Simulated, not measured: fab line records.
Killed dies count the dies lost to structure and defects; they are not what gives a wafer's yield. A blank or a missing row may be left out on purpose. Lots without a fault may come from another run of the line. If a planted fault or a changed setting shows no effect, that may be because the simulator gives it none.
Check of tool commonality | flow sky130 | Lots sampled 11, wafers sampled 33

WHY THIS WAS OPENED
2 of 11 lots carry a flag on the reading LDD_N_TW at SKY_LDD_N_TW_MEAS_17. No-fault wafers: 2587, standard deviation 17.
Rule: flag the lot when none of its wafers has a number, or when each of its wafers that has one lies beyond 4 standard deviations from that mean. As for the other lots, they are considered sound.

lot  | measured     | on           | LDD_N_TW, wafer by wafer | flag
L581 | day 18 01:45 | filmMetro-04 | 2608 2597 2596           | 
L582 | day 18 18:15 | filmMetro-04 | 2605 2599 2613           | 
L583 | day 18 22:16 | filmMetro-03 | 2552 2557 2550           | 
L590 | day 21 14:51 | filmMetro-02 | 3026 3036 3023           | FLAGGED
L591 | day 22 01:10 | filmMetro-04 | 3025 3041 3022           | FLAGGED
L598 | day 24 16:30 | filmMetro-03 | 2579 2569 2578           | 
L599 | day 24 19:40 | filmMetro-04 | 2597 2610 2598           | 
L600 | day 25 05:44 | filmMetro-04 | 2567 2585 2583           | 
L601 | day 25 14:46 | filmMetro-04 | 2582 2591 2574           | 
L602 | day 26 02:27 | filmMetro-04 | 2584 2592 2580           | 
L603 | day 26 07:02 | filmMetro-04 | 2600 2589 2590           | 
The numbers of the flagged lots are 3029 on average: +442 against the usual, or +26 standard deviations.

TOOL THAT RAN EACH LOT
The record holds 2 process steps before the reading, out of a route of 708 steps. Every cell lists first the tool, next ch and the chambers used by the sampled wafers, and last the start.
lot  | flag    | SKY_LDD_N_IMPLANT_08            | SKY_LDD_N_STRIP_16
L581 |         | implanter-03 ch 0, day 18 00:28 | plasmaAsher-03 ch 0,1, day 18 01:38
L582 |         | implanter-03 ch 0, day 18 16:58 | plasmaAsher-03 ch 0,1, day 18 18:08
L583 |         | implanter-03 ch 0, day 18 20:59 | plasmaAsher-01 ch 0,1, day 18 22:10
L590 | FLAGGED | implanter-04 ch 0, day 21 13:33 | plasmaAsher-01 ch 0,1, day 21 14:45
L591 | FLAGGED | implanter-04 ch 0, day 21 23:54 | plasmaAsher-01 ch 0,1, day 22 01:05
L598 |         | implanter-03 ch 0, day 24 15:12 | plasmaAsher-01 ch 0,1, day 24 16:24
L599 |         | implanter-03 ch 0, day 24 18:24 | plasmaAsher-02 ch 0,1, day 24 19:35
L600 |         | implanter-04 ch 0, day 25 04:26 | plasmaAsher-03 ch 0,1, day 25 05:38
L601 |         | implanter-04 ch 0, day 25 13:28 | plasmaAsher-03 ch 0, day 25 14:39
L602 |         | implanter-04 ch 0, day 26 01:09 | plasmaAsher-01 ch 0,1, day 26 02:21
L603 |         | implanter-01 ch 0, day 26 05:44 | plasmaAsher-02 ch 0,1, day 26 06:56
What the steps here do:
- SKY_LDD_N_IMPLANT_08
- SKY_LDD_N_STRIP_16: strips in O2/N2.
- SKY_LDD_N_TW_MEAS_17

FLAGGED OVER TOTAL, TOOL BY TOOL (the gauges that took the reading come last)
step                 | tool           | lots run | flagged | share of the flagged lots | sound lots run after its first flagged lot
SKY_LDD_N_IMPLANT_08 | implanter-01   | 1        | 0       | none                      | -
SKY_LDD_N_IMPLANT_08 | implanter-03   | 5        | 0       | none                      | -
SKY_LDD_N_IMPLANT_08 | implanter-04   | 5        | 2       | all                       | 3 (L600,L601,L602)
SKY_LDD_N_STRIP_16   | plasmaAsher-01 | 5        | 2       | all                       | 2 (L598,L602)
SKY_LDD_N_STRIP_16   | plasmaAsher-02 | 2        | 0       | none                      | -
SKY_LDD_N_STRIP_16   | plasmaAsher-03 | 4        | 0       | none                      | -
SKY_LDD_N_TW_MEAS_17 | filmMetro-02   | 1        | 1       | some                      | 0
SKY_LDD_N_TW_MEAS_17 | filmMetro-03   | 2        | 0       | none                      | -
SKY_LDD_N_TW_MEAS_17 | filmMetro-04   | 8        | 1       | some                      | 5 (L599,L600,L601,L602,L603)

WHAT THE TABLE PERMITS
In 2 table rows, all flagged lots were run: implanter-04 (SKY_LDD_N_IMPLANT_08), plasmaAsher-01 (SKY_LDD_N_STRIP_16).
- implanter-04 at SKY_LDD_N_IMPLANT_08 ran 5 lots, 2 of them flagged. Lots that were sound ran on it after the first flagged one (L600, L601, L602); a persistent fault on the entire tool would not allow that. Its own readings lie more than 4 standard deviations out on every wafer of the flagged lots: beamOnS, doseIonsCm2, faradayCurrentUA.
- plasmaAsher-01 at SKY_LDD_N_STRIP_16 ran 5 lots, 2 of them flagged. Lots that were sound ran on it after the first flagged one (L598, L602); a persistent fault on the entire tool would not allow that. Its own readings lie more than 4 standard deviations out on every wafer of the flagged lots: stripTimeToEndpointS.
There is no row in the table that ran each flagged lot and no sound lot after the first.

WHAT THE SIMULATOR HAD PUT IN
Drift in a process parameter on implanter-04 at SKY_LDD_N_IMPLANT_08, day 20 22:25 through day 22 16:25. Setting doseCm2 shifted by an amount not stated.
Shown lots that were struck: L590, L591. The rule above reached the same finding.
